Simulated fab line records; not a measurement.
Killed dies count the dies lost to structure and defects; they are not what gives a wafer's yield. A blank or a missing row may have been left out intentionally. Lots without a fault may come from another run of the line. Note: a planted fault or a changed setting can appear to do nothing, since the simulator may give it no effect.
Problem report, 8D (eight disciplines) form, completed by code ; flow sky130 ; the parts of the form that need people (team, actions taken, sign-off) are left out

1. THE ISSUE
Mean of killed-at-front-end at SKY_PAD_OPEN_PROBE_99: 40 across 5 wafers in 3 lots; on wafers with no fault it is 15 (standard deviation 4.5). Measured from the usual mean, that is +5.6 standard deviations.
Earliest sighting: wafer L593.3 on prober-02 at day 46 23:31. The record holds 36 wafers of 12 lots with a number at this step. Rule for "out" (also "out of limits"): further than 4 standard deviations from the usual mean. The rest of the wafers with a number are treated as sound.

2. WHAT IT IS, AND WHAT IT ISN'T
question;is;is not
which readings at this step;killed-at-front-end;killed_at_M0_to_M3, killed_at_M4_up, killed-at-contacts
which lots;L592, L593, L594;L589, L590, L591, L605, L606, L607, L609, L610, L612
which wafers of those lots;L592.3, L593.3, L593.5, L594.1, L594.3;L592.4, L592.5, L593.6, L594.2
read on which tools;prober-01, prober-02;-
when;from day 46 23:31;"up to then (9 sound wafers); but 22 sound wafers of L592, L593, L594, L605, L606, L607, L609, L610, L612 came after"

3. SUSPECTS, AND WHAT RULES EACH OUT
Counting: a tool at a process step up to the reading stays a suspect if it ran every lot that is out. Sound lots after the first of them don't rule it out here, since some wafers of a struck lot are sound.
- plasma-asher-01 at SKY_SD_N_STRIP_11 (strips in O2/N2): kept. It processed each lot that is out (first: L592, day 29 07:24); up to then, its last sound lot is L591 (day 28 17:40).
- At SKY_SD_N_STRIP_11 on plasma-asher-01, chamber 1 took the sound wafers of the same lots and chamber 0 took the wafers that are out.
Left after counting: plasma-asher-01 at SKY_SD_N_STRIP_11.

4. THE CAUSE (what the simulator had put in)
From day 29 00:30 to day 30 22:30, plasma-asher-01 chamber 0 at SKY_SD_N_STRIP_11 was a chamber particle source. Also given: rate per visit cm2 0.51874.
This tool alone remained once counting was done.

5. THE CHAIN OF EFFECTS, in route order
One row per reading whose mean, taken over the struck wafers that have a number, lies over 3 standard deviations from the usual. Scope: only readings with a usual standard deviation given in the record; hours: median across lots of the time from each lot's start at the first step in this table that gives one to its start at this step; sigmas: change in usual standard deviations.
hours;step;reading;usual;on struck wafers;change;sigmas
0;SKY_PAD_OPEN_PROBE_99;killed-at-front-end;15;40;+25;+5.6
It contains these process steps:
- SKY_PAD_OPEN_PROBE_99

6. WHAT WOULD HAVE CAUGHT IT SOONER
First out-of-limits reading in this record: day 46 23:31, which is 431 hours after fault onset at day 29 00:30.
Of the tool readings at SKY_SD_N_STRIP_11 for which the record gives a usual standard deviation, none was out on any struck wafer, so an alarm limit of 4 standard deviations on them would not have fired.
The start of SKY_SD_N_STRIP_11 on plasma-asher-01 came by day 46 23:31 for every one of the lots that are out (3). None of them would have been spared by holding the tool at that moment.
